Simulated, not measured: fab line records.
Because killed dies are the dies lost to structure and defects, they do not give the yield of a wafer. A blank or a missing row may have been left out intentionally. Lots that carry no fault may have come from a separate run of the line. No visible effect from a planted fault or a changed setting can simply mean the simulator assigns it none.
Chamber matching || flow gf180mcu || GF_CONTACT_CMP_04 on cmp-02: 4 sister chambers
The step polishes SiO2. 4 wafers are shown with their chamber, then 8 later ones without.

WAFERS WITH THEIR CHAMBER
{"wafer": "L169.2", "chamber": 2, "motor-current-A (A)": 14.8}
{"wafer": "L169.3", "chamber": 0, "motor-current-A (A)": 11.8}
{"wafer": "L175.6", "chamber": 3, "motor-current-A (A)": 10.4}
{"wafer": "L179.1", "chamber": 1, "motor-current-A (A)": 13.3}

WAFERS WITHOUT THEIR CHAMBER
{"wafer": "L179.2", "motor-current-A (A)": 14.6}
{"wafer": "L179.3", "motor-current-A (A)": 10.2}
{"wafer": "L183.1", "motor-current-A (A)": 13.6}
{"wafer": "L183.5", "motor-current-A (A)": 10.8}
{"wafer": "L183.6", "motor-current-A (A)": 11.9}
{"wafer": "L185.3", "motor-current-A (A)": 10.3}
{"wafer": "L185.4", "motor-current-A (A)": 12.2}
{"wafer": "L185.6", "motor-current-A (A)": 11.8}

EACH ONE'S CHAMBER
{"wafer": "L179.2", "from the rows above": 2, "in truth": 2}
{"wafer": "L179.3", "from the rows above": 3, "in truth": 3}
{"wafer": "L183.1", "from the rows above": 1, "in truth": 1}
{"wafer": "L183.5", "from the rows above": 3, "in truth": 3}
{"wafer": "L183.6", "from the rows above": 0, "in truth": 0}
{"wafer": "L185.3", "from the rows above": 3, "in truth": 3}
{"wafer": "L185.4", "from the rows above": 0, "in truth": 0}
{"wafer": "L185.6", "from the rows above": 0, "in truth": 0}
8 of 8 placed correctly. Left unplaced by these rows: 0. Placed wrongly: 0.
How it was worked out, from the rows above alone: a wafer's distance from a chamber is the root of the sum, over the readings, of the square of ((its reading less the chamber's mean) divided by the reading's scatter). The wafer belongs to the nearest chamber; if the next one is less than 2 further off, it can't be placed. For every chamber, the mean is computed from those of its wafers that are shown. The scatter: with one shown wafer a chamber, the root of the mean of the squares of how far each hidden wafer lies from its nearest shown one.
